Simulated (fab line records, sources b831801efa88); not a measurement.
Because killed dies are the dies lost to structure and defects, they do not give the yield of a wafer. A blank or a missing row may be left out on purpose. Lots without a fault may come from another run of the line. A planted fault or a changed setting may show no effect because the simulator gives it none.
fab line records	flow sky130
[record] lots = 6	wafers = 18	last-day = 50
route steps=708 shown VIA1@475 METAL2@483 PAD_OPEN@708
lots that met no fault: taken from a fault-free run of the same line
start-h: start of the lot's first displayed wafer, in hours after the record's first day	wait-h: hours from the lot's prior step to this one	" identical to the entry in the row above	L1.1+2: a single row standing in for several wafers	- no value, or no start was given	* or withheld: withheld	< > ~ a bound
route shown NAME@n: names a module that has steps shown in the file, with the first one's number in the route	usual: average and standard deviation across the fault-free wafers	same: alike in all rows	chamber/n: place in a boat	sites: each site's reading	_std_site: the values' standard deviation	_edge_site: mean of outer sites minus mean of inner sites	radius-mm: for every site, how far away it sits from the centre of the wafer	mask NAME#n: copy n	behind: the tool/chamber that last shaped the wafer	hold: why the lot was held/for how many hours/how that ended	device: the n, p or np transistor that did not switch	end of line: the route-end tests of the same wafers	for a step that has no rows: nothing shown but its recipe	killed: count of dies lost to structure and defects at first sort (not the wafer's yield)	map: dies across one wafer; x = killed, . = not, _ = none there
set.NAME: the run value of the setting; set.NAME@STEP: its run value at that earlier step	model.NAME: the simulator's own value behind a step, which no gauge read
certain route steps with their lots: each step a table, each wafer a row
services: a tool's chamber out of use, with start hour (start-h, from the record's first day; less than 0 if before it), hours out, and reason
[[steps]]
[step SKY_VIA1_STRIP_17]
[recipe] chemistry = post-etch-residue-remover	time-s = 1200	temp-c = 72.5
[step SKY_VIA1_CLEAN_18]
[recipe] chemistry = IPA	time-s = 180	temp-c = 25
[step SKY_VIA1_CLEAN_19]
[recipe] chemistry = O3/DIW	dry = n2-spin
[step SKY_VIA1_SPUTTER_20]
[recipe] material = TiN	target-thk-nm = 20	chamber-pressure-pa = 5	power-w = 4000	time-s = 80
[usual] throttle-valve-pct = 29.8/0.69
lot.wafer	tool	chamber	start-h	wait-h	throttle-valve-pct
L159.3	pvd-sputter-03	-	799.61	0.0	30.2
L159.4	"	-	"	"	29.3
L159.5	"	-	"	"	29.3
L161.1	pvd-sputter-03	-	817.89	0.0	30.0
L161.5	"	-	"	"	30.2
L161.6	"	-	"	"	29.6
L172.2	pvd-sputter-03	-	898.71	0.0	30.0
L172.3	"	-	"	"	30.2
L172.5	"	-	"	"	30.0
L173.2	pvd-sputter-02	-	903.55	0.0	29.2
L173.5	"	-	"	"	29.5
L173.6	"	-	"	"	30.0
L174.3	pvd-sputter-03	-	913.50	0.0	29.4
L174.4	"	-	"	"	30.0
L174.6	"	-	"	"	29.6
L181.2	pvd-sputter-02	-	958.80	0.0	30.1
L181.4	"	-	"	"	29.3
L181.5	"	-	"	"	28.5
[step SKY_VIA1_CVD_21]
[recipe] material = W	target-thk-nm = 270	time-s = 80.902	temp-c = 400	pressure-torr = 40
[usual] heater-power-w = 878/130	susceptor-temp-C = 399.99/0.2
lot.wafer	tool	chamber	start-h	wait-h	heater-power-w	susceptor-temp-C
L159.3	cvd-w-02	1	799.70	0.1	794	400.05
L159.4	"	0	"	"	951	399.86
L159.5	"	0	"	"	955	399.91
L161.1	cvd-w-01	0	817.95	0.0	752	400.09
L161.5	"	1	"	"	1034	399.94
L161.6	"	0	"	"	755	399.75
L172.2	cvd-w-01	1	898.77	0.0	1039	400.63
L172.3	"	1	"	"	1059	400.11
L172.5	"	0	"	"	748	400.00
L173.2	cvd-w-01	1	903.61	0.0	1036	400.35
L173.5	"	1	"	"	1032	400.06
L173.6	"	0	"	"	748	399.80
L174.3	cvd-w-01	1	913.60	0.1	1051	400.29
L174.4	"	0	"	"	749	400.21
L174.6	"	0	"	"	749	400.07
L181.2	cvd-w-01	0	958.86	0.0	723	399.94
L181.4	"	0	"	"	755	400.07
L181.5	"	0	"	"	762	399.70
[step SKY_VIA1_RS_MEAS_22]
[recipe] thk-meas-gauge = four-point-probe	reads = W_of_VIA1_CVD_21+TiN_of_VIA1_SPUTTER_20
[usual] VIA1_W_RS = 0.422/0.0068
lot.wafer	tool	chamber	start-h	wait-h	VIA1_W_RS[ohm/sq]
L159.3	film-metro-04	-	799.80	0.1	0.424
L159.4	"	-	"	"	0.427
L159.5	"	-	"	"	0.429
L161.1	film-metro-02	-	818.04	0.1	0.417
L161.5	"	-	"	"	0.413
L161.6	"	-	"	"	0.418
L172.2	film-metro-02	-	898.88	0.1	0.418
L172.3	"	-	"	"	0.418
L172.5	"	-	"	"	0.420
L173.2	film-metro-03	-	903.72	0.1	0.411
L173.5	"	-	"	"	0.419
L173.6	"	-	"	"	0.418
L174.3	film-metro-02	-	913.70	0.1	0.420
L174.4	"	-	"	"	0.427
L174.6	"	-	"	"	0.423
L181.2	film-metro-04	-	958.98	0.1	0.423
L181.4	"	-	"	"	0.420
L181.5	"	-	"	"	0.416
[step SKY_VIA1_THK_MEAS_23]
[recipe] thk-meas-gauge = xrf	reads = W_of_VIA1_CVD_21
[usual] VIA1_W_THK = 278/4.5
lot.wafer	tool	chamber	start-h	wait-h	VIA1_W_THK[nm]
L159.3	film-metro-04	-	799.90	0.1	277
L159.4	"	-	"	"	274
L159.5	"	-	"	"	271
L161.1	film-metro-02	-	818.16	0.1	279
L161.5	"	-	"	"	280
L161.6	"	-	"	"	276
L172.2	film-metro-02	-	898.99	0.1	280
L172.3	"	-	"	"	280
L172.5	"	-	"	"	278
L173.2	film-metro-03	-	903.83	0.1	286
L173.5	"	-	"	"	280
L173.6	"	-	"	"	280
L174.3	film-metro-02	-	913.80	0.1	280
L174.4	"	-	"	"	275
L174.6	"	-	"	"	279
L181.2	film-metro-04	-	959.09	0.1	276
L181.4	"	-	"	"	278
L181.5	"	-	"	"	282
[step SKY_VIA1_CMP_24]
[recipe] stop-on = SiO2	t-overpolish-s = 15	down-force-psi = 3.5	platen-rpm = 60	target-thk-nm = 0	pad-velocity-m-s = 0.94248
[step SKY_METAL2_SPUTTER_00]
[recipe] material = Ti	target-thk-nm = 15	power-w = 3000	time-s = 10	chamber-pressure-pa = 0.4
[step SKY_METAL2_SPUTTER_01]
[recipe] material = TiN	target-thk-nm = 20	power-w = 6500	time-s = 16.7	chamber-pressure-pa = 0.4
[usual] throttle-valve-pct = 29.6/0.71
lot.wafer	tool	chamber	start-h	wait-h	throttle-valve-pct
L159.3	pvd-sputter-01	-	800.26	0.0	29.8
L159.4	"	-	"	"	29.1
L159.5	"	-	"	"	30.1
L161.1	pvd-sputter-02	-	818.54	0.0	28.7
L161.5	"	-	"	"	29.3
L161.6	"	-	"	"	30.2
L172.2	pvd-sputter-01	-	899.36	0.0	31.1
L172.3	"	-	"	"	29.0
L172.5	"	-	"	"	28.9
L173.2	pvd-sputter-01	-	904.20	0.0	30.9
L173.5	"	-	"	"	30.0
L173.6	"	-	"	"	28.7
L174.3	pvd-sputter-03	-	914.16	0.0	30.1
L174.4	"	-	"	"	29.5
L174.6	"	-	"	"	30.0
L181.2	pvd-sputter-03	-	959.46	0.0	29.8
L181.4	"	-	"	"	30.3
L181.5	"	-	"	"	30.1
[step SKY_METAL2_SPUTTER_02]
[recipe] material = AlCu	target-thk-nm = 250	power-w = 10600	time-s = 13.3	chamber-pressure-pa = 0.4
[step SKY_METAL2_SPUTTER_03]
[recipe] material = Ti	target-thk-nm = 5	power-w = 3000	time-s = 3.3	chamber-pressure-pa = 0.4
[usual] throttle-valve-pct = 29.6/0.72
lot.wafer	tool	chamber	start-h	wait-h	throttle-valve-pct
L159.3	pvd-sputter-01	-	800.31	0.0	30.3
L159.4	"	-	"	"	29.1
L159.5	"	-	"	"	30.2
L161.1	pvd-sputter-02	-	818.59	0.0	28.9
L161.5	"	-	"	"	29.1
L161.6	"	-	"	"	30.3
L172.2	pvd-sputter-01	-	899.41	0.0	30.8
L172.3	"	-	"	"	29.2
L172.5	"	-	"	"	28.8
L173.2	pvd-sputter-01	-	904.25	0.0	30.8
L173.5	"	-	"	"	29.9
L173.6	"	-	"	"	28.7
L174.3	pvd-sputter-03	-	914.21	0.0	30.0
L174.4	"	-	"	"	29.4
L174.6	"	-	"	"	30.0
L181.2	pvd-sputter-03	-	959.51	0.0	29.4
L181.4	"	-	"	"	30.2
L181.5	"	-	"	"	30.1
[step SKY_METAL2_SPUTTER_04]
[recipe] material = TiN	target-thk-nm = 70	power-w = 6500	time-s = 58.3	chamber-pressure-pa = 0.4
[usual] throttle-valve-pct = 29.6/0.71
lot.wafer	tool	chamber	start-h	wait-h	throttle-valve-pct	model.TiN_of_METAL2_SPUTTER_04.thk-nm
L159.3	pvd-sputter-01	-	800.33	0.0	29.9	69.89
L159.4	"	-	"	"	28.9	69.9
L159.5	"	-	"	"	30.0	70.1
L161.1	pvd-sputter-02	-	818.61	0.0	28.8	69.6
L161.5	"	-	"	"	29.2	69.63
L161.6	"	-	"	"	29.8	68.9
L172.2	pvd-sputter-01	-	899.43	0.0	30.8	70.13
L172.3	"	-	"	"	29.0	113.1
L172.5	"	-	"	"	29.2	70.37
L173.2	pvd-sputter-01	-	904.27	0.0	30.6	70.9
L173.5	"	-	"	"	29.8	70.12
L173.6	"	-	"	"	28.7	112.4
L174.3	pvd-sputter-03	-	914.23	0.0	29.9	69.34
L174.4	"	-	"	"	29.6	68.68
L174.6	"	-	"	"	30.1	69.22
L181.2	pvd-sputter-03	-	959.53	0.0	29.4	69.32
L181.4	"	-	"	"	29.9	71.87
L181.5	"	-	"	"	29.9	70.3
[step SKY_METAL2_RS_MEAS_05]
[recipe] thk-meas-gauge = four-point-probe	reads = TiN_of_METAL2_SPUTTER_04+Ti_of_METAL2_SPUTTER_03+AlCu_of_METAL2_SPUTTER_02+TiN_of_METAL2_SPUTTER_01+Ti_of_METAL2_SPUTTER_00
[usual] METAL2_ALCU_RS = 0.1270/0.0018
lot.wafer	tool	chamber	start-h	wait-h	hold	METAL2_ALCU_RS[ohm/sq]
L159.3	film-metro-04	-	800.42	0.1	-	0.1246
L159.4	"	-	"	"	-	0.1261
L159.5	"	-	"	"	-	0.1244
L161.1	film-metro-03	-	818.66	0.0	-	0.1258
L161.5	"	-	"	"	-	0.1273
L161.6	"	-	"	"	-	0.1261
L172.2	film-metro-03	-	899.50	0.0	await-dispo/0.2h/release	0.1251
L172.3	"	-	"	"	await-dispo/0.2h/release	0.1246
L172.5	"	-	"	"	await-dispo/0.2h/release	0.1267
L172.2	film-metro-03	-	899.79	0.3	-	0.1254
L172.3	"	-	"	"	-	0.1244
L172.5	"	-	"	"	-	0.1268
L173.2	film-metro-03	-	904.34	0.0	await-dispo/0.2h/release	0.1269
L173.5	"	-	"	"	await-dispo/0.2h/release	0.1283
L173.6	"	-	"	"	await-dispo/0.2h/release	0.1290
L173.2	film-metro-03	-	904.75	0.4	-	0.1270
L173.5	"	-	"	"	-	0.1283
L173.6	"	-	"	"	-	0.1288
L174.3	film-metro-01	-	914.32	0.1	-	0.1240
L174.4	"	-	"	"	-	0.1276
L174.6	"	-	"	"	-	0.1250
L181.2	film-metro-04	-	959.60	0.0	-	0.1299
L181.4	"	-	"	"	-	0.1261
L181.5	"	-	"	"	-	0.1278
[step SKY_METAL2_THK_MEAS_06]
[recipe] thk-meas-gauge = xrf	reads = AlCu_of_METAL2_SPUTTER_02
[usual] METAL2_ALCU_THK = 249/3.8
lot.wafer	tool	chamber	start-h	wait-h	hold	METAL2_ALCU_THK[nm]
L159.3	film-metro-04	-	800.52	0.1	-	255
L159.4	"	-	"	"	-	251
L159.5	"	-	"	"	-	254
L161.1	film-metro-03	-	818.78	0.1	-	249
L161.5	"	-	"	"	-	250
L161.6	"	-	"	"	-	250
L172.2	film-metro-03	-	901.15	1.3	await-dispo/0.2h/release	251
L172.3	"	-	"	"	await-dispo/0.2h/release	229
L172.5	"	-	"	"	await-dispo/0.2h/release	248
L172.2	film-metro-03	-	901.40	0.2	-	251
L172.3	"	-	"	"	-	229
L172.5	"	-	"	"	-	247
L173.2	film-metro-03	-	907.89	3.1	await-dispo/0.2h/release	247
L173.5	"	-	"	"	await-dispo/0.2h/release	246
L173.6	"	-	"	"	await-dispo/0.2h/release	223
L173.2	film-metro-03	-	908.12	0.2	-	246
L173.5	"	-	"	"	-	244
L173.6	"	-	"	"	-	222
L174.3	film-metro-01	-	914.42	0.1	-	257
L174.4	"	-	"	"	-	250
L174.6	"	-	"	"	-	257
L181.2	film-metro-04	-	959.71	0.1	-	244
L181.4	"	-	"	"	-	248
L181.5	"	-	"	"	-	248
[step SKY_METAL2_HMDS_08]
[recipe] prime-time-s = 60	prime-temp-c = 120
[step SKY_METAL2_COAT_09]
[recipe] resist = BARC	temp-c = withheld	time-s = withheld	spin-rpm = 3000	resist-thk-nm = 60
[step SKY_METAL2_COAT_10]
[recipe] resist = KrF-thick	spin-rpm = 3000	resist-thk-nm = 450
[step SKY_METAL2_SOFTBAKE_11]
[recipe] temp-c = 100	time-s = 90	resist = KrF-thick
[step SKY_METAL2_EXPOSE_12]
[recipe] mask-id = MM2	na = 0.8	source-shape = annular	sigma-inner = 0.55	sigma-outer = 0.85	target-cd-nm = 140	dose-mj = 28
[step SKY_METAL2_PEB_13]
[recipe] peb-temp-c = withheld	peb-time-s = withheld	resist = KrF-thick
[step SKY_METAL2_DEVELOP_14]
[recipe] develop-time-s = 60	resist = KrF-thick	dev-temp-c = 21
[step SKY_METAL2_CD_MEAS_15]
[recipe] target-cd-nm = 140
[usual] cd-nm = 140.3/1.6
lot.wafer	tool	chamber	start-h	wait-h	cd-nm
L159.3	cd-sem-02	-	826.81	-	140.9
L159.4	"	-	"	"	141.0
L159.5	"	-	"	"	140.4
L161.1	cd-sem-01	-	845.22	-	143.3
L161.5	"	-	"	"	141.5
L161.6	"	-	"	"	142.1
L172.2	cd-sem-01	-	924.85	-	138.9
L172.3	"	-	"	"	138.6
L172.5	"	-	"	"	137.8
L173.2	cd-sem-02	-	929.09	-	138.8
L173.5	"	-	"	"	138.2
L173.6	"	-	"	"	140.0
L174.3	cd-sem-01	-	938.56	-	138.0
L174.4	"	-	"	"	138.0
L174.6	"	-	"	"	139.3
L181.2	cd-sem-02	-	983.54	-	143.5
L181.4	"	-	"	"	142.9
L181.5	"	-	"	"	142.8
[step SKY_METAL2_OVL_MEAS_16]
[usual] METAL2_OVL = -1/4.9
lot.wafer	tool	chamber	start-h	wait-h	METAL2_OVL[nm]
L159.3	overlay-01	-	826.90	0.1	1
L159.4	"	-	"	"	-3
L159.5	"	-	"	"	-1
L161.1	overlay-02	-	845.34	0.1	3
L161.5	"	-	"	"	5
L161.6	"	-	"	"	7
L172.2	overlay-02	-	924.95	0.1	-3
L172.3	"	-	"	"	1
L172.5	"	-	"	"	-4
L173.2	overlay-02	-	929.20	0.1	-10
L173.5	"	-	"	"	-14
L173.6	"	-	"	"	-8
L174.3	overlay-02	-	938.65	0.1	-2
L174.4	"	-	"	"	-5
L174.6	"	-	"	"	-6
L181.2	overlay-02	-	983.65	0.1	-3
L181.4	"	-	"	"	-5
L181.5	"	-	"	"	2
[step SKY_METAL2_DESCUM_17]
[recipe] chemistry = O2	source-power-w = 150	bias-power-w = 0	pressure-mtorr = 10	temp-c = 40	time-s = 8
[step SKY_METAL2_ETCH_18]
[recipe] chemistry = N2/H2	target = BARC	ion-energy-ev = 200	bias-w = 100	pressure-mtorr = 30	n2-flow-sccm = 100	h2-flow-sccm = 200	icp-w = 500	stop-on = SiO2	time-s = 45.9	target-depth-a = 600
[step SKY_METAL2_METAL_ETCH_19]
[recipe] target-depth-a = 3600	stop-on = SiO2	over-etch-frac = 0.3	time-s = 78	chemistry = Cl2/BCl3	resist-sidewall-deg = 88	pressure-mtorr = 10	icp-w = 900	bias-w = 48.5	Cl2_flow_sccm = 60	bcl3-flow-sccm = 30
[usual] drypump-motor-current-A = 5.5/0.31	oes-product-au = 0.853/0.0063	throttle-valve-pct = 22.264/0.0082
lot.wafer	tool	chamber	start-h	wait-h	drypump-motor-current-A	oes-product-au	rf-hours-counter-h	throttle-valve-pct
L159.3	rie-metal-04	0	827.05	0.1	5.5	0.859	-	22.271
L159.4	"	1	"	"	5.5	0.855	-	22.252
L159.5	"	1	"	"	5.5	0.868	-	22.246
L161.1	rie-metal-02	1	845.47	0.0	5.3	0.857	3	22.253
L161.5	"	1	"	"	5.3	0.857	-	22.252
L161.6	"	0	"	"	5.7	0.862	-	22.256
L172.2	rie-metal-01	1	925.08	0.0	5.0	0.848	13	22.261
L172.3	"	1	"	"	5.1	0.875	-	22.272
L172.5	"	0	"	"	6.1	0.853	-	22.270
L173.2	rie-metal-02	1	929.32	0.0	5.3	0.853	6	22.269
L173.5	"	1	"	"	5.3	0.846	-	22.268
L173.6	"	0	"	"	5.7	0.852	-	22.270
L174.3	rie-metal-02	1	938.80	0.1	5.3	0.864	-	22.268
L174.4	"	0	"	"	5.7	0.851	-	22.268
L174.6	"	1	"	"	5.3	0.859	-	22.260
L181.2	rie-metal-04	0	983.77	0.0	5.5	0.848	6	22.268
L181.4	"	0	"	"	5.5	0.857	-	22.268
L181.5	"	0	"	"	5.5	0.852	-	22.260
[step SKY_METAL2_STRIP_20]
[recipe] chemistry = O2/N2	power-w = 1400	pressure-mtorr = 1500	platen-temp-c = withheld	o2-flow-sccm = 3000	n2-flow-sccm = 300	overash-fraction = 0.5
[step SKY_METAL2_STRIP_21]
[recipe] chemistry = post-etch-residue-remover	time-s = 1200	temp-c = 72.5
lot.wafer	tool	chamber	start-h	wait-h	model.TiN_of_METAL2_SPUTTER_04.thk-nm
L159.3	wet-bench-04	3	827.21	0.0	69.47
L159.4	"	3	"	"	69.48
L159.5	"	3	"	"	69.67
L161.1	wet-bench-04	0	845.66	0.1	69.18
L161.5	"	0	"	"	69.21
L161.6	"	0	"	"	68.48
L172.2	wet-bench-04	1	925.27	0.1	69.72
L172.3	"	1	"	"	112.7
L172.5	"	1	"	"	69.96
L173.2	wet-bench-03	2	929.51	0.1	70.48
L173.5	"	2	"	"	69.71
L173.6	"	2	"	"	112
L174.3	wet-bench-03	0	938.96	0.0	68.92
L174.4	"	0	"	"	68.27
L174.6	"	0	"	"	68.8
L181.2	wet-bench-03	1	983.96	0.1	68.9
L181.4	"	1	"	"	71.45
L181.5	"	1	"	"	69.88
[step SKY_METAL2_CLEAN_22]
[recipe] chemistry = IPA	time-s = 180	temp-c = 25
[step SKY_PAD_OPEN_PROBE_99]
[usual] defect-limited-yield = 82.5/1.7	killed_at_M0_to_M3 = 42/6.1	killed_at_M4_up = 3.1/1.7	killed-at-contacts = 24/5.5	killed-at-front-end = 16/4.1	killed-at-other = 0.3/0.57	killed-dies = 86/8.2	killed-open = 47/6.8	killed-short = 38/5.8	sort_bin_3_pad_short = 0.8/0.42	sort_bin_5_function = 10.2/1.3	sort_bin_6_memory = 6.4/1	sort-n-pass = 406/8.2	sort-yield-pct = 82.5/1.7
[same] gross-dies = 492	killed-at-back-side = 0	sort_bin_4_leakage[%] = 0	sort_bin_8_speed[%] = 0
lot.wafer	tool	chamber	start-h	wait-h	defect-limited-yield[%]	killed_at_M0_to_M3	killed_at_M4_up	killed-at-contacts	killed-at-front-end	killed-at-other	killed-dies	killed-open	killed-short	sort_bin_3_pad_short[%]	sort_bin_5_function[%]	sort_bin_6_memory[%]	sort-n-pass	sort-yield-pct[%]	model.etest.via2-chain.rc-ohm
L159.3	prober-01	-	1080.25	0.2	85.8	33	2	20	15	0	70	38	32	1.2	8.5	4.5	422	85.8	9.297
L159.4	prober-01	-	1080.30	0.2	80.3	47	4	30	15	1	97	52	44	0.6	11.2	7.9	395	80.3	10.46
L159.5	prober-01	-	1080.35	0.2	83.5	39	2	22	18	0	81	44	37	0	11.0	5.5	411	83.5	10.83
L161.1	prober-01	-	1095.60	0.1	82.7	48	1	20	16	0	85	50	35	0.6	10.6	6.1	407	82.7	10.36
L161.5	prober-01	-	1095.80	0.2	79.1	51	7	27	18	0	103	51	52	1.2	13.8	5.9	389	79.1	10.13
L161.6	prober-01	-	1095.85	0.2	82.3	41	2	27	17	0	87	47	40	0.8	10.6	6.3	405	82.3	11
L172.2	prober-02	-	1156.28	0.1	80.9	51	3	24	16	0	94	50	44	0.6	12.0	6.5	398	80.9	10.23
L172.3	prober-02	-	1156.33	0.2	80.9	50	2	24	18	0	94	55	39	0.8	12.6	5.7	398	80.9	11.34
L172.5	prober-02	-	1156.43	0.2	82.3	39	2	31	14	1	87	53	34	0.6	10.4	6.7	405	82.3	10.47
L173.2	prober-01	-	1159.73	0.1	81.5	32	4	38	16	1	91	51	39	0.4	11.2	6.9	401	81.5	9.707
L173.5	prober-01	-	1159.88	0.2	83.1	39	3	25	15	1	83	50	33	0.4	10.2	6.3	409	83.1	9.799
L173.6	prober-01	-	1159.93	0.2	82.5	49	2	20	15	0	86	36	50	1.6	10.0	5.9	406	82.5	11.58
L174.3	prober-02	-	1164.93	0.2	82.7	39	6	21	19	0	85	51	34	0.6	9.8	6.9	407	82.7	10.01
L174.4	prober-02	-	1164.98	0.2	80.3	49	4	25	18	1	97	61	35	0.4	10.4	8.9	395	80.3	10.95
L174.6	prober-02	-	1165.08	0.2	84.6	29	2	28	17	0	76	41	34	0.8	8.5	6.1	416	84.6	9.749
L181.2	prober-01	-	1196.86	0.1	84.8	40	3	21	11	0	75	39	36	1.0	8.7	5.5	417	84.8	9.51
L181.4	prober-01	-	1196.96	0.2	84.8	36	1	24	12	2	75	49	25	0.8	9.6	4.9	417	84.8	10.39
L181.5	prober-01	-	1197.01	0.2	82.7	40	5	19	21	0	85	50	34	1.0	9.1	7.1	407	82.7	10.21
// killed by level:class
L159.3 CONTACT:geometric-particle:open=8 VIA1:geometric-particle:open=8 METAL1:geometric-particle:short=6 VIA2:geometric-particle:open=6 LI_CONTACT:geometric-particle:open=5 POLY_GATE:geometric-particle:short=4 LOCAL_INTERCONNECT:geometric-particle:short=4 FIELD_ISO:geometric-particle:open=3
L159.4 CONTACT:geometric-particle:open=17 VIA1:geometric-particle:open=12 METAL2:geometric-particle:short=7 METAL1:geometric-particle:short=6 VIA2:geometric-particle:short=6 VIA2:geometric-particle:open=6 POLY_GATE:geometric-particle:short=5 CONTACT:geometric-particle:short=5
L159.5 VIA2:geometric-particle:open=10 VIA1:geometric-particle:open=7 CONTACT:geometric-particle:short=7 FIELD_ISO:geometric-particle:short=6 CONTACT:geometric-particle:open=6 LOCAL_INTERCONNECT:geometric-particle:short=5 POLY_GATE:geometric-particle:open=4 LI_CONTACT:geometric-particle:open=4
L161.1 VIA1:geometric-particle:open=14 VIA2:geometric-particle:open=9 VIA3:geometric-particle:open=5 LOCAL_INTERCONNECT:geometric-particle:short=5 POLY_GATE:geometric-particle:open=5 LI_CONTACT:geometric-particle:open=5 METAL1:geometric-particle:short=5 FIELD_ISO:geometric-particle:open=4
L161.5 VIA1:geometric-particle:open=12 VIA2:geometric-particle:open=10 LI_CONTACT:geometric-particle:open=9 POLY_GATE:geometric-particle:short=7 LOCAL_INTERCONNECT:geometric-particle:short=7 METAL1:geometric-particle:short=7 METAL2:geometric-particle:short=6 METAL4:geometric-particle:short=6
L161.6 VIA1:geometric-particle:open=10 CONTACT:geometric-particle:open=9 LI_CONTACT:geometric-particle:open=6 VIA2:geometric-particle:open=6 LOCAL_INTERCONNECT:geometric-particle:short=5 FIELD_ISO:geometric-particle:open=4 POLY_GATE:geometric-particle:short=4 METAL2:geometric-particle:short=4
L172.2 LI_CONTACT:geometric-particle:open=12 VIA3:geometric-particle:open=12 METAL2:geometric-particle:short=10 VIA2:geometric-particle:short=9 CONTACT:geometric-particle:open=7 VIA1:geometric-particle:open=7 FIELD_ISO:geometric-particle:open=5 FIELD_ISO:geometric-particle:short=4
L172.3 VIA1:geometric-particle:open=12 LI_CONTACT:geometric-particle:open=11 CONTACT:geometric-particle:open=8 VIA3:geometric-particle:short=7 FIELD_ISO:geometric-particle:open=6 VIA1:geometric-particle:short=5 VIA2:geometric-particle:open=5 METAL2:geometric-particle:short=5
L172.5 CONTACT:geometric-particle:open=12 VIA1:geometric-particle:open=11 LI_CONTACT:geometric-particle:open=8 VIA3:geometric-particle:open=8 LOCAL_INTERCONNECT:geometric-particle:short=7 FIELD_ISO:geometric-particle:short=6 VIA2:geometric-particle:open=6 CONTACT:geometric-particle:short=4
L173.2 CONTACT:geometric-particle:open=12 LI_CONTACT:geometric-particle:open=8 VIA2:geometric-particle:open=8 LOCAL_INTERCONNECT:geometric-particle:short=6 CONTACT:geometric-particle:short=5 LI_CONTACT:geometric-particle:short=4 METAL2:geometric-particle:short=4 VIA1:geometric-particle:open=4
L173.5 VIA1:geometric-particle:open=10 LI_CONTACT:geometric-particle:open=9 POLY_GATE:geometric-particle:open=6 CONTACT:geometric-particle:open=6 CONTACT:geometric-particle:short=5 METAL1:geometric-particle:short=5 METAL2:geometric-particle:short=5 VIA2:geometric-particle:open=5
L173.6 METAL1:geometric-particle:short=9 METAL2:geometric-particle:short=8 CONTACT:geometric-particle:short=7 VIA3:geometric-particle:open=7 POLY_GATE:geometric-particle:open=5 CONTACT:geometric-particle:open=5 VIA1:geometric-particle:short=5 VIA1:geometric-particle:open=5
L174.3 VIA1:geometric-particle:open=15 LI_CONTACT:geometric-particle:open=7 CONTACT:geometric-particle:open=6 VIA3:geometric-particle:open=6 LOCAL_INTERCONNECT:geometric-particle:short=5 VIA1:geometric-particle:short=5 VIA2:geometric-particle:open=5 METAL4:geometric-particle:short=5
L174.4 VIA1:geometric-particle:open=22 CONTACT:geometric-particle:open=11 FIELD_ISO:geometric-particle:short=7 LOCAL_INTERCONNECT:geometric-particle:short=5 VIA3:geometric-particle:open=5 VIA2:geometric-particle:open=5 CONTACT:geometric-particle:short=4 FIELD_ISO:geometric-particle:open=3
L174.6 LI_CONTACT:geometric-particle:open=8 CONTACT:geometric-particle:open=7 VIA1:geometric-particle:open=6 LOCAL_INTERCONNECT:geometric-particle:short=5 POLY_GATE:geometric-particle:short=4 POLY_GATE:geometric-particle:open=4 METAL2:geometric-particle:short=4 VIA2:geometric-particle:short=4
L181.2 VIA1:geometric-particle:open=11 CONTACT:geometric-particle:open=7 METAL2:geometric-particle:short=6 LI_CONTACT:geometric-particle:open=5 VIA3:geometric-particle:short=5 POLY_GATE:geometric-particle:short=4 LI_CONTACT:geometric-particle:short=4 LOCAL_INTERCONNECT:geometric-particle:short=3
L181.4 CONTACT:geometric-particle:open=14 VIA2:geometric-particle:open=11 VIA1:geometric-particle:open=9 FIELD_ISO:geometric-particle:open=5 LI_CONTACT:geometric-particle:short=5 VIA3:geometric-particle:open=4 CONTACT:geometric-particle:short=3 METAL2:geometric-particle:short=3
L181.5 VIA1:geometric-particle:open=10 POLY_GATE:geometric-particle:open=9 VIA2:geometric-particle:open=8 VIA3:geometric-particle:open=6 LI_CONTACT:geometric-particle:open=6 POLY_GATE:geometric-particle:short=4 LI_CONTACT:geometric-particle:short=4 CONTACT:geometric-particle:short=4
[[services]]
tool	chamber	start-h	hours	kind
pvd-sputter-02	-	781.91	27.5	repair
pvd-sputter-01	-	840.88	25.9	repair
pvd-sputter-02	-	844.04	1.2	repair
cvd-w-01	-	845.21	0.7	repair
pvd-sputter-02	-	845.29	1.3	repair
pvd-sputter-02	-	845.80	3.6	repair
rie-metal-02	-	851.35	14.6	pm
rie-metal-01	-	854.96	2.8	pm
pvd-sputter-01	0	875.30	-	consumable-replace:kit
pvd-sputter-01	0	875.30	18.0	scheduled-down
pvd-sputter-02	-	887.66	3.5	repair
cvd-w-02	-	904.06	14.0	pm
pvd-sputter-03	1	910.93	-	consumable-replace:kit
pvd-sputter-03	1	910.93	18.0	scheduled-down
pvd-sputter-03	1	910.93	18.0	vent-cycle
pvd-sputter-03	-	912.59	0.9	repair
pvd-sputter-03	-	920.81	3.0	repair
cvd-w-01	1	921.26	8.4	repair
rie-metal-02	0	943.53	19.4	repair
cvd-w-02	1	959.67	11.6	repair
pvd-sputter-01	-	962.25	1.6	repair
pvd-sputter-02	-	975.97	0.8	repair
pvd-sputter-01	-	979.80	2.3	repair
pvd-sputter-03	-	981.53	1.4	repair
[[key]]
[first-sign] step = SKY_METAL2_RS_MEAS_05	reading = visit	direction = added
[effect] step = SKY_METAL2_THK_MEAS_06	reading = visit	direction = added
[effect] step = SKY_METAL2_THK_MEAS_06	reading = METAL2_ALCU_THK	direction = down	sigmas = 6.1	usual = 249	struck = 226
[model-effect] step = SKY_METAL2_SPUTTER_04	value = TiN_of_METAL2_SPUTTER_04.thk-nm	without = 70.03	struck = 112.8
[model-effect] step = SKY_METAL2_STRIP_21	value = TiN_of_METAL2_SPUTTER_04.thk-nm	without = 69.61	struck = 112.4
[model-effect] step = SKY_PAD_OPEN_PROBE_99	value = etest.via2-chain.rc-ohm	without = 10.23	struck = 11.46
met-at SKY_METAL2_SPUTTER_04
struck-wafers L172.3,L173.6
onset-between 800.33 899.43
[fault] kind = process-parameter-drift	tool = pvd-sputter-01	chamber = -	onset-h = 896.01	steps = SKY_METAL2_SPUTTER_04	channel = time-s	offset = *	shape = step	end-h = 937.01	scope = struck-wafers-only	acts-in = *	stated = *
